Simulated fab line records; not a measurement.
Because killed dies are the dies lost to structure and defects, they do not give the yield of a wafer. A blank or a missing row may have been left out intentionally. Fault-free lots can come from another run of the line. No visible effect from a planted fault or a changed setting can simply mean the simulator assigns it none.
fab line records | flow sfq_line
record: lots: 7 | wafers: 21 | last_day: 82
route steps=325 shown I1@81 M2@88
lots that met no fault: from a run of the same line without faults
start_h: start of the lot's first displayed wafer, in hours after the record's first day | wait_h: hours from the lot's prior step to this one | " repeats the value in the row above | L1.1+2: a single row standing in for several wafers | - no value present, or no start provided | * or withheld: withheld | < > ~ a bound
route shown NAME@n: names a module that has steps shown in the file, with the first one's number in the route | usual: mean/standard deviation taken from wafers without a fault | same: alike in all rows | chamber/n: place in a boat | sites: per-site readings | _std_site: the values' standard deviation | _edge_site: mean of outer sites minus mean of inner sites | radius_mm: for every site, how far away it sits from the centre of the wafer | mask NAME#n: copy n | behind: the most recent tool/chamber to have shaped the wafer | hold: why the lot went on hold/how many hours it stayed there/how the hold came to an end | device: whichever transistor did not switch (one of n, p or np) | end of line: tests of these same wafers at the route's end | a step with no rows: only its recipe | killed: count of dies lost to structure and defects at first sort (not the wafer's yield) | map: a wafer's dies, x killed, . not, _ none there
set.NAME: the run value of the setting; set.NAME@STEP: its run value at that earlier step | model.NAME: the simulator's own value behind a step, which no gauge read
lots seen at some steps along the route; tables by step, rows by wafer
services: the hour from which a tool's chamber was out of use, counted from the record's first day as start_h (under 0 if before that day), plus the number of hours and why
== steps ==
step: SFQ_TRILAYER_I1_VIA_LITHO_PEB_052
recipe: peb_temp_c: 115 | peb_time_s: 60 | resist: KrF
step: SFQ_TRILAYER_I1_VIA_LITHO_DEVELOP_051
recipe: time_s: 60 | resist: KrF
step: SFQ_I1_OVL_MEAS_913
usual: I1_OVL: -5/5.5
lot.wafer | tool       | chamber | start_h | wait_h | I1_OVL[nm]
L440.4    | overlay-02 | -       | 495.30  | 0.1    | -2
L440.5    | "          | -       | "       | "      | -2
L440.6    | "          | -       | "       | "      | 0
L441.2    | overlay-02 | -       | 502.61  | 0.1    | 7
L441.3    | "          | -       | "       | "      | 8
L441.5    | "          | -       | "       | "      | 13
L445.2    | overlay-01 | -       | 619.83  | 0.1    | -3
L445.3    | "          | -       | "       | "      | -4
L445.5    | "          | -       | "       | "      | -8
L454.1    | overlay-02 | -       | 694.02  | 0.1    | -8
L454.4    | "          | -       | "       | "      | -12
L454.6    | "          | -       | "       | "      | -15
L455.1    | overlay-02 | -       | 698.82  | 0.1    | -8
L455.2    | "          | -       | "       | "      | -8
L455.3    | "          | -       | "       | "      | -10
L457.1    | overlay-01 | -       | 710.82  | 0.1    | -7
L457.4    | "          | -       | "       | "      | -6
L457.6    | "          | -       | "       | "      | -3
L458.1    | overlay-02 | -       | 713.22  | 0.1    | -3
L458.2    | "          | -       | "       | "      | -5
L458.6    | "          | -       | "       | "      | -2
step: SFQ_TRILAYER_I1_VIA_BARC_OPEN_VIA_ETCH_071
recipe: mask_material: PR | chemistry: O2 | target_depth_nm: 125 | target: BARC | source_w: 500 | bias_w: 80 | pressure_mtorr: 30 | time_s: 41.7
usual: drypump_motor_current_A: 5.7/0.42 | oes_product_au: 0.685/0.004
lot.wafer | tool        | chamber | start_h | wait_h | drypump_motor_current_A | oes_product_au | rf_hours_counter_h
L440.4    | rie_diel-02 | 1       | 495.33  | 0.0    | 5.1                     | 0.680          | -
L440.5    | "           | 2       | "       | "      | 5.6                     | 0.687          | -
L440.6    | "           | 0       | "       | "      | 6.4                     | 0.686          | -
L441.2    | rie_diel-03 | 1       | 502.64  | 0.0    | 5.5                     | 0.687          | 34
L441.3    | "           | 3       | "       | "      | 5.7                     | 0.685          | 9
L441.5    | "           | 1       | "       | "      | 5.6                     | 0.682          | -
L445.2    | rie_diel-01 | 3       | 619.86  | 0.0    | 5.1                     | 0.677          | 1
L445.3    | "           | 0       | "       | "      | 5.8                     | 0.678          | 12
L445.5    | "           | 3       | "       | "      | 5.2                     | 0.681          | -
L454.1    | rie_diel-02 | 1       | 694.06  | 0.0    | 5.1                     | 0.681          | 3
L454.4    | "           | 0       | "       | "      | 6.4                     | 0.685          | 17
L454.6    | "           | 0       | "       | "      | 6.3                     | 0.689          | -
L455.1    | rie_diel-01 | 0       | 698.86  | 0.0    | 5.9                     | 0.691          | 14
L455.2    | "           | 2       | "       | "      | 5.6                     | 0.691          | 36
L455.3    | "           | 3       | "       | "      | 5.1                     | 0.677          | 2
L457.1    | rie_diel-02 | 0       | 710.86  | 0.0    | 6.4                     | 0.684          | 17
L457.4    | "           | 0       | "       | "      | 6.4                     | 0.683          | -
L457.6    | "           | 1       | "       | "      | 5.1                     | 0.690          | -
L458.1    | rie_diel-03 | 0       | 713.26  | 0.0    | 6.4                     | 0.692          | 27
L458.2    | "           | 1       | "       | "      | 5.6                     | 0.689          | 37
L458.6    | "           | 1       | "       | "      | 5.6                     | 0.691          | -
step: SFQ_TRILAYER_I1_VIA_ETCH_VIA_ETCH_052
recipe: target: SiO2 | stop_on: Nb | mask_material: PR | taper_deg: 20 | chemistry: CHF3 | target_depth_nm: 260 | source_w: 500 | bias_w: 80 | pressure_mtorr: 30 | time_s: withheld
usual: drypump_motor_current_A: 5.7/0.42 | oes_product_au: 0.855/0.0056
lot.wafer | tool        | chamber | start_h | wait_h | drypump_motor_current_A | oes_product_au
L440.4    | rie_diel-02 | 1       | 495.41  | 0.1    | 5.1                     | 0.852
L440.5    | "           | 2       | "       | "      | 5.6                     | 0.859
L440.6    | "           | 0       | "       | "      | 6.4                     | 0.862
L441.2    | rie_diel-03 | 1       | 502.68  | 0.0    | 5.5                     | 0.858
L441.3    | "           | 3       | "       | "      | 5.7                     | 0.856
L441.5    | "           | 1       | "       | "      | 5.6                     | 0.846
L445.2    | rie_diel-01 | 3       | 619.90  | 0.0    | 5.1                     | 0.856
L445.3    | "           | 0       | "       | "      | 5.9                     | 0.847
L445.5    | "           | 3       | "       | "      | 5.1                     | 0.854
L454.1    | rie_diel-02 | 1       | 694.10  | 0.0    | 5.1                     | 0.854
L454.4    | "           | 0       | "       | "      | 6.4                     | 0.857
L454.6    | "           | 0       | "       | "      | 6.4                     | 0.855
L455.1    | rie_diel-01 | 0       | 698.90  | 0.0    | 5.9                     | 0.856
L455.2    | "           | 2       | "       | "      | 5.7                     | 0.852
L455.3    | "           | 3       | "       | "      | 5.1                     | 0.848
L457.1    | rie_diel-02 | 0       | 710.90  | 0.0    | 6.4                     | 0.851
L457.4    | "           | 0       | "       | "      | 6.4                     | 0.854
L457.6    | "           | 1       | "       | "      | 5.1                     | 0.847
L458.1    | rie_diel-03 | 0       | 713.30  | 0.0    | 6.3                     | 0.850
L458.2    | "           | 1       | "       | "      | 5.6                     | 0.859
L458.6    | "           | 1       | "       | "      | 5.6                     | 0.850
step: SFQ_TRILAYER_I1_VIA_STRIP_STRIP_053
recipe: gas: O2 | power_w: 200 | platen_temp_c: 40 | overash_fraction: 0.65 | chemistry: O2 | pressure_mtorr: 50
usual: drypump_motor_current_A: 5.8/0.47 | oes_product_au: 0.999/0.008
lot.wafer | tool         | chamber | start_h | wait_h | drypump_motor_current_A | oes_product_au | rf_hours_counter_h
L440.4    | rie_metal-04 | 1       | 495.67  | -      | 5.3                     | 1.011          | -
L440.5    | "            | 1       | "       | "      | 5.3                     | 1.015          | -
L440.6    | "            | 0       | "       | "      | 6.2                     | 1.006          | -
L441.2    | rie_metal-02 | 0       | 502.79  | -      | 6.6                     | 0.990          | 144
L441.3    | "            | 1       | "       | "      | 5.9                     | 0.986          | -
L441.5    | "            | 0       | "       | "      | 6.6                     | 0.994          | -
L445.2    | rie_metal-01 | 0       | 620.01  | -      | 5.3                     | 1.006          | 108
L445.3    | "            | 0       | "       | "      | 5.3                     | 1.000          | -
L445.5    | "            | 0       | "       | "      | 5.3                     | 1.007          | -
L454.1    | rie_metal-02 | 1       | 694.21  | -      | 5.9                     | 0.994          | 65
L454.4    | "            | 0       | "       | "      | 6.6                     | 0.995          | -
L454.6    | "            | 1       | "       | "      | 5.9                     | 0.990          | -
L455.1    | rie_metal-02 | 1       | 699.01  | -      | 5.9                     | 0.991          | 66
L455.2    | "            | 0       | "       | "      | 6.6                     | 0.992          | 15
L455.3    | "            | 0       | "       | "      | 6.6                     | 0.987          | -
L457.1    | rie_metal-01 | 0       | 711.01  | -      | 5.3                     | 1.003          | 124
L457.4    | "            | 1       | "       | "      | 5.7                     | 1.005          | -
L457.6    | "            | 1       | "       | "      | 5.7                     | 0.999          | -
L458.1    | rie_metal-02 | 1       | 713.41  | -      | 5.9                     | 0.989          | 68
L458.2    | "            | 0       | "       | "      | 6.6                     | 0.988          | 18
L458.6    | "            | 0       | "       | "      | 6.6                     | 0.995          | -
step: SFQ_TRILAYER_I1_VIA_STRIP_SOLV_CLEAN_054
recipe: chemistry: NMP | temp_c: 70 | time_s: 600
step: SFQ_TRILAYER_M2_DEP_PRE_CLEAN_056
recipe: gas: Ar | time_s: 22.5 | bias_v: 250
step: SFQ_TRILAYER_M2_DEP_SPUTTER_055
recipe: material: Nb | base_pressure_pa: 1.33e-06 | chamber_pressure_pa: 0.1333 | substrate_temp_c: 20 | resputter_cathode_voltage_v: 400 | target_thk_nm: 200 | power_w: 2000 | time_s: 133.3
usual: throttle_valve_pct: 29.8/0.87
lot.wafer | tool           | chamber | start_h | wait_h | throttle_valve_pct
L440.4    | pvd_sputter-03 | -       | 496.27  | 0.0    | 29.1
L440.5    | "              | -       | "       | "      | 31.8
L440.6    | "              | -       | "       | "      | 29.1
L441.2    | pvd_sputter-03 | -       | 503.60  | 0.0    | 30.4
L441.3    | "              | -       | "       | "      | 31.6
L441.5    | "              | -       | "       | "      | 31.7
L445.2    | pvd_sputter-06 | -       | 620.82  | 0.0    | 29.7
L445.3    | "              | -       | "       | "      | 29.1
L445.5    | "              | -       | "       | "      | 29.5
L454.1    | pvd_sputter-04 | -       | 695.02  | 0.0    | 29.2
L454.4    | "              | -       | "       | "      | 30.1
L454.6    | "              | -       | "       | "      | 29.4
L455.1    | pvd_sputter-06 | -       | 699.83  | 0.0    | 29.0
L455.2    | "              | -       | "       | "      | 29.4
L455.3    | "              | -       | "       | "      | 30.1
L457.1    | pvd_sputter-03 | -       | 711.82  | 0.0    | 29.4
L457.4    | "              | -       | "       | "      | 29.1
L457.6    | "              | -       | "       | "      | 31.7
L458.1    | pvd_sputter-04 | -       | 714.22  | 0.0    | 30.3
L458.2    | "              | -       | "       | "      | 29.5
L458.6    | "              | -       | "       | "      | 28.9
step: SFQ_M2_RS_MEAS_914
recipe: thk_meas_gauge: four-point-probe | reads: Nb_of_TRILAYER_M2_DEP_SPUTTER_055
usual: M2_NB_RS: 0.895/0.01
lot.wafer | tool          | chamber | start_h | wait_h | M2_NB_RS[ohm/sq]
L440.4    | film_metro-03 | -       | 496.42  | 0.1    | 0.892
L440.5    | "             | -       | "       | "      | 0.889
L440.6    | "             | -       | "       | "      | 0.886
L441.2    | film_metro-02 | -       | 503.71  | 0.1    | 0.908
L441.3    | "             | -       | "       | "      | 0.905
L441.5    | "             | -       | "       | "      | 0.905
L445.2    | film_metro-02 | -       | 620.93  | 0.1    | 0.890
L445.3    | "             | -       | "       | "      | 0.892
L445.5    | "             | -       | "       | "      | 0.898
L454.1    | film_metro-01 | -       | 695.11  | 0.0    | 0.895
L454.4    | "             | -       | "       | "      | 0.896
L454.6    | "             | -       | "       | "      | 0.901
L455.1    | film_metro-01 | -       | 699.92  | 0.0    | 0.886
L455.2    | "             | -       | "       | "      | 0.884
L455.3    | "             | -       | "       | "      | 0.891
L457.1    | film_metro-03 | -       | 711.91  | 0.0    | 0.901
L457.4    | "             | -       | "       | "      | 0.893
L457.6    | "             | -       | "       | "      | 0.899
L458.1    | film_metro-03 | -       | 714.31  | 0.0    | 0.885
L458.2    | "             | -       | "       | "      | 0.886
L458.6    | "             | -       | "       | "      | 0.891
step: SFQ_TRILAYER_M2_LITHO_COAT_062
recipe: resist: BARC | spin_rpm: 3000 | resist_thk_nm: 62
step: SFQ_TRILAYER_M2_LITHO_COAT_057
recipe: resist: KrF | spin_rpm: 3000 | resist_thk_nm: 600
lot.wafer | tool           | chamber | start_h | wait_h | model.KrF_of_TRILAYER_M2_LITHO_COAT_057.thk_nm
L440.4    | litho_track-04 | 0       | 496.99  | 0.2    | 599.5
L440.5    | "              | 0       | "       | "      | 599.6
L440.6    | "              | 0       | "       | "      | 599.4
L441.2    | litho_track-02 | 0       | 504.22  | 0.2    | 599.3
L441.3    | "              | 0       | "       | "      | 597.5
L441.5    | "              | 0       | "       | "      | 599.9
L445.2    | litho_track-04 | 0       | 621.44  | 0.2    | 600.9
L445.3    | "              | 0       | "       | "      | 601.1
L445.5    | "              | 0       | "       | "      | 601.6
L454.1    | litho_track-04 | 0       | 695.59  | 0.2    | 591.9
L454.4    | "              | 0       | "       | "      | 593
L454.6    | "              | 0       | "       | "      | 592.3
L455.1    | litho_track-04 | 0       | 700.40  | 0.2    | 588.5
L455.2    | "              | 0       | "       | "      | 588.1
L455.3    | "              | 0       | "       | "      | 585
L457.1    | litho_track-04 | 0       | 712.39  | 0.2    | 587.1
L457.4    | "              | 0       | "       | "      | 584.8
L457.6    | "              | 0       | "       | "      | 588.4
L458.1    | litho_track-02 | 0       | 714.79  | 0.2    | 598.3
L458.2    | "              | 0       | "       | "      | 599.1
L458.6    | "              | 0       | "       | "      | 598
step: SFQ_TRILAYER_M2_LITHO_SOFTBAKE_061
recipe: temp_c: withheld | time_s: withheld | resist: KrF
step: SFQ_TRILAYER_M2_LITHO_EXPOSE_058
recipe: mask_id: M2 | na: 0.6 | source_shape: conventional | sigma_outer: 0.65 | target_cd_nm: 500 | dose_mj: 14.4
step: SFQ_TRILAYER_M2_LITHO_PEB_060
recipe: peb_temp_c: 115 | peb_time_s: 60 | resist: KrF
step: SFQ_TRILAYER_M2_LITHO_DEVELOP_059
recipe: time_s: 60 | resist: KrF
step: SFQ_M2_OVL_MEAS_916
usual: M2_OVL: -1/5
lot.wafer | tool       | chamber | start_h | wait_h | M2_OVL[nm]
L440.4    | overlay-02 | -       | 509.92  | 0.1    | 1
L440.5    | "          | -       | "       | "      | 8
L440.6    | "          | -       | "       | "      | 1
L441.2    | overlay-01 | -       | 511.10  | 0.1    | -7
L441.3    | "          | -       | "       | "      | -4
L441.5    | "          | -       | "       | "      | -2
L445.2    | overlay-02 | -       | 623.73  | 0.1    | 5
L445.3    | "          | -       | "       | "      | 6
L445.5    | "          | -       | "       | "      | 2
L454.1    | overlay-01 | -       | 700.35  | 0.1    | 6
L454.4    | "          | -       | "       | "      | 4
L454.6    | "          | -       | "       | "      | 7
L455.1    | overlay-01 | -       | 705.15  | 0.1    | -9
L455.2    | "          | -       | "       | "      | -5
L455.3    | "          | -       | "       | "      | -6
L457.1    | overlay-01 | -       | 714.87  | 0.1    | -9
L457.4    | "          | -       | "       | "      | -11
L457.6    | "          | -       | "       | "      | -5
L458.1    | overlay-01 | -       | 718.47  | 0.1    | -2
L458.2    | "          | -       | "       | "      | -2
L458.6    | "          | -       | "       | "      | -2
step: SFQ_TRILAYER_M2_BARC_OPEN_METAL_ETCH_077
recipe: mask_material: PR | chemistry: O2 | target_depth_nm: 125 | target: BARC | icp_w: 600 | bias_w: 80 | pressure_mtorr: 10 | time_s: 41.7
usual: drypump_motor_current_A: 5.6/0.43 | oes_product_au: 0.685/0.0039
lot.wafer | tool         | chamber | start_h | wait_h | drypump_motor_current_A | oes_product_au | rf_hours_counter_h
L440.4    | rie_metal-04 | 1       | 509.96  | 0.0    | 5.3                     | 0.686          | -
L440.5    | "            | 0       | "       | "      | 6.2                     | 0.684          | -
L440.6    | "            | 1       | "       | "      | 5.3                     | 0.688          | -
L441.2    | rie_metal-03 | 1       | 511.13  | 0.0    | 5.0                     | 0.684          | 145
L441.3    | "            | 0       | "       | "      | 5.9                     | 0.687          | -
L441.5    | "            | 1       | "       | "      | 5.0                     | 0.679          | -
L445.2    | rie_metal-03 | 0       | 623.76  | 0.0    | 6.0                     | 0.688          | 72
L445.3    | "            | 0       | "       | "      | 6.0                     | 0.682          | -
L445.5    | "            | 1       | "       | "      | 5.0                     | 0.683          | -
L454.1    | rie_metal-03 | 1       | 700.38  | 0.0    | 5.0                     | 0.679          | 16
L454.4    | "            | 0       | "       | "      | 5.9                     | 0.681          | -
L454.6    | "            | 1       | "       | "      | 5.0                     | 0.686          | -
L455.1    | rie_metal-04 | 0       | 705.18  | 0.0    | 6.2                     | 0.688          | 56
L455.2    | "            | 1       | "       | "      | 5.3                     | 0.683          | 60
L455.3    | "            | 1       | "       | "      | 5.3                     | 0.680          | -
L457.1    | rie_metal-04 | 0       | 714.90  | 0.0    | 6.2                     | 0.695          | 58
L457.4    | "            | 1       | "       | "      | 5.3                     | 0.679          | -
L457.6    | "            | 0       | "       | "      | 6.2                     | 0.689          | -
L458.1    | rie_metal-03 | 0       | 718.50  | 0.0    | 6.0                     | 0.691          | 88
L458.2    | "            | 1       | "       | "      | 5.0                     | 0.682          | 20
L458.6    | "            | 0       | "       | "      | 5.9                     | 0.682          | -
step: SFQ_TRILAYER_M2_ETCH_METAL_ETCH_060
recipe: target: Nb | stop_on: SiO2 | mask_material: PR | chemistry: Cl2/Ar | target_depth_nm: 240 | icp_w: 600 | bias_w: 80 | pressure_mtorr: 10 | time_s: 120
usual: drypump_motor_current_A: 5.6/0.43 | oes_product_au: 0.892/0.0066
lot.wafer | tool         | chamber | start_h | wait_h | drypump_motor_current_A | oes_product_au | rf_hours_counter_h | model.KrF_of_TRILAYER_M2_LITHO_COAT_057.thk_nm
L440.4    | rie_metal-04 | 1       | 510.07  | 0.1    | 5.3                     | 0.895          | -                  | 378.5
L440.5    | "            | 0       | "       | "      | 6.2                     | 0.892          | -                  | 380.7
L440.6    | "            | 1       | "       | "      | 5.3                     | 0.895          | -                  | 379.8
L441.2    | rie_metal-03 | 1       | 511.19  | 0.0    | 5.0                     | 0.886          | 145                | 383.7
L441.3    | "            | 0       | "       | "      | 6.0                     | 0.888          | -                  | 379.2
L441.5    | "            | 1       | "       | "      | 5.0                     | 0.883          | -                  | 382.7
L445.2    | rie_metal-03 | 0       | 623.82  | 0.0    | 6.0                     | 0.897          | 72                 | 382.3
L445.3    | "            | 0       | "       | "      | 6.0                     | 0.897          | -                  | 382.3
L445.5    | "            | 1       | "       | "      | 5.0                     | 0.893          | -                  | 385.8
L454.1    | rie_metal-03 | 1       | 700.44  | 0.0    | 5.0                     | 0.887          | 16                 | 373.4
L454.4    | "            | 0       | "       | "      | 6.0                     | 0.884          | -                  | 373.4
L454.6    | "            | 1       | "       | "      | 5.0                     | 0.883          | -                  | 374.7
L455.1    | rie_metal-04 | 0       | 705.24  | 0.0    | 6.2                     | 0.891          | 56                 | 370.5
L455.2    | "            | 1       | "       | "      | 5.3                     | 0.903          | 60                 | 368.9
L455.3    | "            | 1       | "       | "      | 5.3                     | 0.898          | -                  | 365.5
L457.1    | rie_metal-04 | 0       | 714.96  | 0.0    | 6.2                     | 0.890          | 58                 | 369.3
L457.4    | "            | 1       | "       | "      | 5.3                     | 0.887          | -                  | 364
L457.6    | "            | 0       | "       | "      | 6.2                     | 0.890          | -                  | 368.7
L458.1    | rie_metal-03 | 0       | 718.56  | 0.0    | 6.0                     | 0.895          | 88                 | 379.2
L458.2    | "            | 1       | "       | "      | 5.0                     | 0.891          | 20                 | 381.4
L458.6    | "            | 0       | "       | "      | 5.9                     | 0.901          | -                  | 379.7
step: SFQ_TRILAYER_M2_STRIP_STRIP_061
recipe: gas: O2 | power_w: 200 | platen_temp_c: 40 | overash_fraction: 0.65 | chemistry: O2 | pressure_mtorr: 50
== services ==
tool           | chamber | start_h | hours | kind
rie_diel-02    | -       | 472.26  | 0.5   | repair
rie_diel-01    | 0       | 486.27  | 7.4   | repair
rie_diel-02    | 3       | 487.08  | 12.2  | repair
rie_metal-04   | -       | 507.70  | 0.7   | repair
rie_metal-01   | -       | 508.64  | 15.6  | pm
rie_metal-04   | -       | 510.98  | 2.8   | pm
rie_diel-02    | -       | 537.06  | 2.8   | pm
rie_diel-03    | 3       | 538.67  | 9.7   | repair
pvd_sputter-06 | -       | 556.88  | 7.3   | repair
pvd_sputter-03 | -       | 558.97  | 1.6   | repair
rie_metal-02   | 1       | 559.29  | 4.9   | repair
rie_diel-03    | -       | 577.37  | 28.1  | pm
rie_diel-03    | 0       | 607.03  | 4.9   | repair
rie_diel-02    | 0       | 613.22  | 8.4   | repair
rie_metal-03   | 0       | 616.56  | 1.3   | repair
rie_metal-04   | -       | 621.53  | 0.4   | repair
rie_diel-03    | 1       | 623.21  | 5.5   | repair
rie_diel-02    | 1       | 625.58  | 10.6  | repair
rie_diel-03    | -       | 631.24  | 0.6   | repair
pvd_sputter-03 | -       | 653.90  | 15.0  | repair
rie_diel-01    | -       | 693.52  | 0.2   | repair
rie_diel-02    | 3       | 702.84  | 13.0  | repair
rie_diel-01    | 2       | 707.36  | 5.3   | repair
rie_metal-04   | -       | 713.63  | 0.6   | repair
== key ==
first_sign none at tools or gauges
model_effect: step: SFQ_TRILAYER_M2_LITHO_COAT_057 | value: KrF_of_TRILAYER_M2_LITHO_COAT_057.thk_nm | without: 599.8 | struck: 588.8
model_effect: step: SFQ_TRILAYER_M2_ETCH_METAL_ETCH_060 | value: KrF_of_TRILAYER_M2_LITHO_COAT_057.thk_nm | without: 380.9 | struck: 369.8
met_at SFQ_TRILAYER_M2_LITHO_COAT_057
struck_wafers L454.1,L454.4,L454.6,L455.1,L455.2,L455.3,L457.1,L457.4,L457.6
onset_between 621.44 695.59
fault: kind: process_parameter_drift | tool: litho_track-04 | chamber: - | onset_h: 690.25 | steps: SFQ_TRILAYER_M2_LITHO_COAT_057 | channel: resist_thk_nm | offset: -11.036 | shape: step | end_h: 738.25 | acts_in: these_recipes_only | stated: 600
